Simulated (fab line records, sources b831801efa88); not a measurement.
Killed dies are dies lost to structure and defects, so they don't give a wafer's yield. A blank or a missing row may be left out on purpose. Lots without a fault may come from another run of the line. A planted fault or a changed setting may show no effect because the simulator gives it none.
One fault seen from 2 desks | flow gf180mcu | each desk has only its own numbers; what lay behind them comes last

THE METROLOGY DESK
What the gauges read, lot by lot, whatever tool the lot ran on: means of the sampled wafers that have a number. A lot is out of limits, marked OUT, if its mean lies more than 4 standard deviations from the usual mean; the brackets give that distance.
Columns: A = PSD_OVL at GF_PSD_OVL_MEAS_08, usual 0.8 nm
lot  | first seen here | A
L922 | day 15 01:19    | 0.8
L923 | day 15 04:38    | 1.6
L924 | day 15 09:46    | 1.3
L925 | day 15 18:03    | 3.3
L926 | day 16 01:31    | 0.5
L931 | day 17 15:42    | -0.6
L937 | day 19 22:01    | 1.5
L938 | day 20 07:58    | -1.2
L939 | day 20 16:17    | 0.7
L941 | day 21 03:42    | 1.2
L942 | day 21 14:35    | 1.3
L943 | day 21 19:12    | 1.4
L944 | day 22 01:22    | 0.4
This desk's finding: nothing out of limits on any of the 13 lots.

THE TOOL OWNER'S DESK: wet_bench-02
The tool's own readings at GF_VT_IMPLANT_WET_ETCH_50 (etches SiO2 in dHF, target depth 20 nm, time 400 s): means of the sampled wafers that have a number, for each lot that ran on this tool. A lot is out of limits, marked OUT, if its mean lies more than 4 standard deviations from the usual mean; the brackets give that distance.
Columns: A = temp_c at GF_VT_IMPLANT_WET_ETCH_50, usual 24.98 C
lot  | first seen here | A
L922 | day 8 06:40     | 24.92
L926 | day 9 02:14     | 25.05
L931 | day 10 07:22    | 25.95 (+10) OUT
This desk's finding: out of limits on L931; first on L931, day 10 07:22 (temp_c at GF_VT_IMPLANT_WET_ETCH_50). In limits: L922, L926.

PUT TOGETHER
The tool owner's desk could have raised an alarm at day 10 07:22, on L931.
The metrology desk saw nothing out of limits.
The metrology desk has L931 on record, within its limits.
Of the lots named, all ran GF_VT_IMPLANT_WET_ETCH_50 on wet_bench-02.

WHAT THE SIMULATOR HAD PUT IN
Process parameter drift: wet_bench-02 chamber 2, from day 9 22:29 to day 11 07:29, at GF_VT_IMPLANT_WET_ETCH_50. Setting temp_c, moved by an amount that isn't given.
Lots struck among those shown: L931.
Hours from the fault's start to each desk's first reading out of limits: the tool owner's desk, 9.
